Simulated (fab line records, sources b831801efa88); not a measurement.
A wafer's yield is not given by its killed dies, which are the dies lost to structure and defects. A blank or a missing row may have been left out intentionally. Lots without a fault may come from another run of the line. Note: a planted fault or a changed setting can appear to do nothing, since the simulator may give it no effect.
2 desks, one fault | flow sky130 | what lay behind the numbers comes last; until then each desk has only its own

== DESK OF THE TOOL OWNER: cvdW-01 ==
The tool's own readings at SKY_LI_CONTACT_CVD_21 (deposits W, target thk 400 nm, time 120.56 s): means of the sampled wafers that have a number, for each lot that ran on this tool. Marked OUT: a lot whose mean sits more than 4 standard deviations from the usual mean, which makes it out of limits; the brackets give that distance.
Columns: A = heaterPowerW at SKY_LI_CONTACT_CVD_21, usual 918 W
lot  | first seen here | A
L691 | day 28 18:11    | 896
L700 | day 32 08:12    | 897
L703 | day 33 09:56    | 893
L709 | day 35 08:28    | 878
L710 | day 35 17:39    | 953
L711 | day 35 23:53    | 922
This desk's verdict: no lot among the 6 shows anything out of limits.

== THE METROLOGY DESK ==
Means of the sampled wafers that have a number, per lot and without regard to the tool the lot ran on: this is what the gauges read. Marked OUT: a lot whose mean sits more than 4 standard deviations from the usual mean, which makes it out of limits; the brackets give that distance.
Columns: A = LI_CONTACT_W_RS at SKY_LI_CONTACT_RS_MEAS_22, usual 0.284 ohm/sq; B = LI_CONTACT_W_THK at SKY_LI_CONTACT_THK_MEAS_23, usual 408 nm
lot  | first seen here | A               | B
L691 | day 28 18:19    | 0.283           | 408
L694 | day 29 19:16    | 0.285           | 412
L695 | day 30 05:49    | 0.281           | 410
L696 | day 30 22:20    | 0.285           | 404
L700 | day 32 08:20    | 0.283           | 404
L701 | day 32 18:56    | 0.283           | 405
L703 | day 33 10:05    | 0.286           | 405
L709 | day 35 08:37    | 0.491 (+53) OUT | 286 (-20) OUT
L710 | day 35 17:48    | 0.509 (+58) OUT | 284 (-20) OUT
L711 | day 36 00:01    | 0.489 (+53) OUT | 289 (-20) OUT
This desk's result: L709, L710, L711 out of limits, first on L709 (LI_CONTACT_W_RS at SKY_LI_CONTACT_RS_MEAS_22), day 35 08:37. L691, L694, L695, L696, L700, L701, L703: within limits.

== TAKEN TOGETHER ==
Metrology desk: alarm possible at day 35 08:37 on L709, L710, L711.
Nothing out of limits was seen by the tool owner's desk.
On record at the tool owner's desk: L709, L710, L711, within its limits.
Of the lots named, all ran SKY_LI_CONTACT_CVD_21 on cvdW-01.

== WHAT THE SIMULATOR PUT IN ==
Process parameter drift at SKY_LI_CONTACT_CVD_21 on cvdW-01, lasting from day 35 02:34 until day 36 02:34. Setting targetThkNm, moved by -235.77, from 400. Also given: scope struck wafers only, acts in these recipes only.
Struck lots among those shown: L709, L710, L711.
Time in hours between the start of the fault and the first out-of-limits reading at each desk: metrology desk, 6.
